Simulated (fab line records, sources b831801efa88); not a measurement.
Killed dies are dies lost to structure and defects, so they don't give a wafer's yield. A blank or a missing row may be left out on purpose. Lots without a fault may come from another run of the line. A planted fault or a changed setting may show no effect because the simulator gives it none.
A struck lot beside a sound one | flow sfq_line | 24 steps out of a route of 325
Sound: wafers L950.1, L950.2, L950.5. Struck: wafer L959.1. (L959.5, L959.6 of the same lot were not struck and are left out.) The cause comes at the end.
At each step with rows: each side's tool, then ch and its chambers, then its first start. Under that, the readings that differ: sound wafers | struck wafers | difference of the means | sigmas: that difference in standard deviations of wafers without a fault.
alike: readings whose means differ by less than 2 such deviations, and words and numbers that are the same on both sides. not compared: withheld readings, readings that some wafer has no value for, bounds like >300 that may hide the same value, and numbers for which the record gives no deviation and whose values overlap.
The two part at a step that has a row with sigmas, a row that says differs or no value, or rows on one side only. Numbers that don't overlap but have no deviation are shown without sigmas and don't part them. A reading that every wafer of one side lacks parts them only if that side has two wafers or more.

first, 6 steps without rows for these wafers: SFQ_TRILAYER_L0_VIA_LITHO_COAT_018 (resist thk 62 nm); SFQ_TRILAYER_L0_VIA_LITHO_COAT_013 (resist thk 650 nm); SFQ_TRILAYER_L0_VIA_LITHO_SOFTBAKE_017; SFQ_TRILAYER_L0_VIA_LITHO_EXPOSE_014 (exposes mask L0V, target cd 700 nm); SFQ_TRILAYER_L0_VIA_LITHO_PEB_016 (peb time 60 s); SFQ_TRILAYER_L0_VIA_LITHO_DEVELOP_015 (time 60 s).
SFQ_L0V_OVL_MEAS_903:
  sound on overlay-01, day 5 08:15; struck on overlay-01, day 7 10:00
  reading      | sound    | struck | difference | sigmas
  L0V_OVL (nm) | -5 -9 -3 | 12     | +18        | +3
SFQ_TRILAYER_L0_VIA_BARC_OPEN_VIA_ETCH_021: etches BARC in O2, target depth 125 nm, time 41.7 s.
  sound on rie_diel-03 ch 0,1,3, day 5 08:17; struck on rie_diel-03 ch 3, day 7 10:02
  alike: drypump_motor_current_A, oes_product_au
  not compared: rf_hours_counter_h
SFQ_TRILAYER_L0_VIA_ETCH_VIA_ETCH_016: etches SiO2 in CHF3, stops on MoNx KI, target depth 80 nm.
  sound on rie_diel-03 ch 0,1,3, day 5 08:20; struck on rie_diel-03 ch 3, day 7 10:05
  alike: drypump_motor_current_A, oes_product_au
SFQ_TRILAYER_L0_VIA_STRIP_STRIP_017: strips in O2.
  sound on rie_metal-04 ch 0,1, day 5 08:23; struck on rie_metal-03 ch 0, day 7 10:08
  reading                     | sound             | struck | difference | sigmas
  drypump_motor_current_A (A) | 5.7 6.2 6.2       | 5.1    | -0.9       | -2
  oes_product_au (a.u.)       | 1.027 1.017 1.019 | 0.987  | -0.034     | -3
  not compared: rf_hours_counter_h
then, 2 steps without rows for these wafers: SFQ_TRILAYER_L0_VIA_STRIP_SOLV_CLEAN_018 (cleans in NMP, time 600 s); SFQ_TRILAYER_M0_DEP_PRE_CLEAN_020 (time 15 s).
SFQ_TRILAYER_M0_DEP_SPUTTER_019: material Nb, target thk 200 nm, time 133.3 s.
  sound on pvd_sputter-06, day 5 09:11; struck on pvd_sputter-05, day 7 10:58
  reading                                             | sound             | struck | difference | sigmas
  model.Nb_of_TRILAYER_M0_DEP_SPUTTER_019.thk_nm (nm) | 201.8 199.4 199.9 | 145.5  | -54.9      |
  alike: chamber_pressure_pa, throttle_valve_pct
SFQ_M0_RS_MEAS_904: measures by four-point-probe.
  sound on film_metro-02, day 5 09:16; struck on film_metro-02, day 7 11:07
  reading           | sound             | struck | difference | sigmas
  M0_NB_RS (ohm/sq) | 0.881 0.893 0.891 | 1.230  | +0.342     | +37
then, 6 steps without rows for these wafers: SFQ_TRILAYER_M0_LITHO_COAT_026 (resist thk 62 nm); SFQ_TRILAYER_M0_LITHO_COAT_021 (resist thk 600 nm); SFQ_TRILAYER_M0_LITHO_SOFTBAKE_025; SFQ_TRILAYER_M0_LITHO_EXPOSE_022 (exposes mask M0, target cd 500 nm); SFQ_TRILAYER_M0_LITHO_PEB_024 (peb time 60 s); SFQ_TRILAYER_M0_LITHO_DEVELOP_023 (time 60 s).
-- the record jumps here: 3 days lie between the struck wafers' starts before and after --
SFQ_M0_OVL_MEAS_906:
  sound on overlay-01, day 7 23:44; struck on overlay-01, day 10 10:56
  alike: M0_OVL
SFQ_TRILAYER_M0_BARC_OPEN_METAL_ETCH_031: etches BARC in O2, target depth 125 nm, time 41.7 s.
  sound on rie_metal-01 ch 0,1, day 7 23:47; struck on rie_metal-01 ch 0, day 10 10:59
  alike: drypump_motor_current_A, oes_product_au
  not compared: rf_hours_counter_h
SFQ_TRILAYER_M0_ETCH_METAL_ETCH_024: etches Nb in Cl2/Ar, stops on SiO2, target depth 240 nm, time 120 s.
  sound on rie_metal-01 ch 0,1, day 7 23:50; struck on rie_metal-01 ch 0, day 10 11:02
  reading               | sound             | struck | difference | sigmas
  oes_product_au (a.u.) | 0.901 0.888 0.897 | 0.743  | -0.152     | -22
  alike: drypump_motor_current_A
  not compared: rf_hours_counter_h
SFQ_TRILAYER_M0_STRIP_STRIP_025: strips in O2.
  sound on rie_metal-01 ch 0,1, day 7 23:58; struck on rie_metal-01 ch 0, day 10 11:10
  alike: drypump_motor_current_A, oes_product_au
  not compared: rf_hours_counter_h

WHERE THEY PART
First at SFQ_L0V_OVL_MEAS_903; last, within this record, at SFQ_TRILAYER_M0_ETCH_METAL_ETCH_024. Later steps at which nothing parts them and some readings are alike: SFQ_TRILAYER_M0_STRIP_STRIP_025.

WHY: what the simulator had put in
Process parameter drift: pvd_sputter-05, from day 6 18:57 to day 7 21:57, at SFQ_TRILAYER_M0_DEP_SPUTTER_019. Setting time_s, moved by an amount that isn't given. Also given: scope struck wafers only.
